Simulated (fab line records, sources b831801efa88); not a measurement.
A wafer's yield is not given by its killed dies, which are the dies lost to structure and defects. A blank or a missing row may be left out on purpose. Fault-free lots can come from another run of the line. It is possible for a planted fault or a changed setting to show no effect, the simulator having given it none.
Matching of chambers || flow gf180mcu || GF_V4_CMP_04 on cmp-02: 4 sister chambers
The step polishes SiO2. 4 wafers are shown with their chamber, then 8 later ones without.

WAFERS, EACH WITH ITS CHAMBER
{"wafer": "L443.1", "chamber": 3, "motor_current_A (A)": 11.9}
{"wafer": "L443.3", "chamber": 0, "motor_current_A (A)": 10.0}
{"wafer": "L443.6", "chamber": 2, "motor_current_A (A)": 11.1}
{"wafer": "L444.2", "chamber": 1, "motor_current_A (A)": 13.5}

WAFERS WITHOUT THEIR CHAMBER
{"wafer": "L444.4", "motor_current_A (A)": 10.1}
{"wafer": "L444.5", "motor_current_A (A)": 12.4}
{"wafer": "L445.2", "motor_current_A (A)": 11.6}
{"wafer": "L445.3", "motor_current_A (A)": 10.3}
{"wafer": "L445.4", "motor_current_A (A)": 11.5}
{"wafer": "L447.4", "motor_current_A (A)": 10.6}
{"wafer": "L447.5", "motor_current_A (A)": 10.3}
{"wafer": "L447.6", "motor_current_A (A)": 12.1}

WHICH CHAMBER EACH WENT THROUGH
{"wafer": "L444.4", "from the rows above": 0, "in truth": 0}
{"wafer": "L444.5", "from the rows above": "can't be placed: 3 or 1", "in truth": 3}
{"wafer": "L445.2", "from the rows above": "can't be placed: 3 or 2", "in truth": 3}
{"wafer": "L445.3", "from the rows above": "can't be placed: 0 or 2", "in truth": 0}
{"wafer": "L445.4", "from the rows above": "can't be placed: 2 or 3", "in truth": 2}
{"wafer": "L447.4", "from the rows above": "can't be placed: 2 or 0", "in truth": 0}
{"wafer": "L447.5", "from the rows above": "can't be placed: 0 or 2", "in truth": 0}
{"wafer": "L447.6", "from the rows above": 3, "in truth": 3}
Correct placement for 2 of the 8. These rows do not allow placing 6 (true chamber among the candidates in 6). 0 placed wrongly.
How it was worked out, from the rows above alone: a wafer's distance from a chamber is the root of the sum, over the readings, of the square of ((its reading less the chamber's mean) divided by the reading's scatter). If the next closest chamber is less than 2 further off than the closest, the wafer can't be placed; otherwise it belongs to the closest. For every chamber, the mean is computed from those of its wafers that are shown. The scatter: with one shown wafer a chamber, the root of the mean of the squares of how far each hidden wafer lies from its nearest shown one.
